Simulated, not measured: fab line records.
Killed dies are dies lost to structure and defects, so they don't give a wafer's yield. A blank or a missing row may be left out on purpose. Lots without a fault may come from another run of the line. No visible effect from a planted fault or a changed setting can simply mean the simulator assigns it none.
What tool caused it? :: flow sky130 :: 30 wafers sampled from 10 lots at 1 step of a route of 708

== WHAT THE GAUGES SHOWED, per wafer ==
SKY_METAL1_THK_MEAS_06: measures by xrf.
lot: L800
measured: day 31 10:28
on: film-metro-01
METAL1_ALCU_THK (nm): 251 254 253

lot: L801
measured: day 31 22:25
on: film-metro-04
METAL1_ALCU_THK (nm): 252 256 256

lot: L808
measured: day 34 03:52
on: film-metro-03
METAL1_ALCU_THK (nm): 251 254 255

lot: L811
measured: day 35 05:56
on: film-metro-04
METAL1_ALCU_THK (nm): 257 254 256

lot: L813
measured: day 36 02:37
on: film-metro-03
METAL1_ALCU_THK (nm): 250 247 248

lot: L819
measured: day 37 13:44
on: film-metro-03
METAL1_ALCU_THK (nm): 251 251 251

lot: L820
measured: day 37 19:41
on: film-metro-03
METAL1_ALCU_THK (nm): 256 253 254

lot: L821
measured: day 38 03:56
on: film-metro-04
METAL1_ALCU_THK (nm): 258 253 252

lot: L822
measured: day 38 12:37
on: film-metro-04
METAL1_ALCU_THK (nm): 251 255 254

lot: L823
measured: day 38 20:44
on: film-metro-03
METAL1_ALCU_THK (nm): 251 251 254

== WHAT TOOL EACH LOT RAN ON (gives the tool, then ch and the chambers of the sampled wafers, and finally the start) ==
The record shows no process step preceding these readings.

== WHAT THE TOOLS THEMSELVES READ (means of the sampled wafers that have a number; where no wafer has one, the mark that the record gives instead) ==
The record holds no such reading with a usual standard deviation.

== THE ANSWER, worked out from the rows above alone ==
Rule: what is usual is taken from the lots themselves. The widest of any qualifying gaps counts: lots, ordered by their means at a reading, are off when they make up no more than a third of the lots, leave a main group of 4 or more, and stand apart from it by 3 or more times the standard deviation of that group's means. If all means in a main group match to the digits the tables above print for the reading, that group is not used. Also off: a lot with no number at a reading for which 4 or more lots have one. All remaining lots with rows at the step are treated as sound. The gauges are gone through in route order, then the tools' own readings, and for those a lot's mean is taken as printed above. The first step at which some lot is off is used, and at that step the reading that is off furthest; a lot without a number counts as furthest.
None of the lots is off at any reading shown; this tells nothing.

== WHAT WAS PUT IN BY THE SIMULATOR ==
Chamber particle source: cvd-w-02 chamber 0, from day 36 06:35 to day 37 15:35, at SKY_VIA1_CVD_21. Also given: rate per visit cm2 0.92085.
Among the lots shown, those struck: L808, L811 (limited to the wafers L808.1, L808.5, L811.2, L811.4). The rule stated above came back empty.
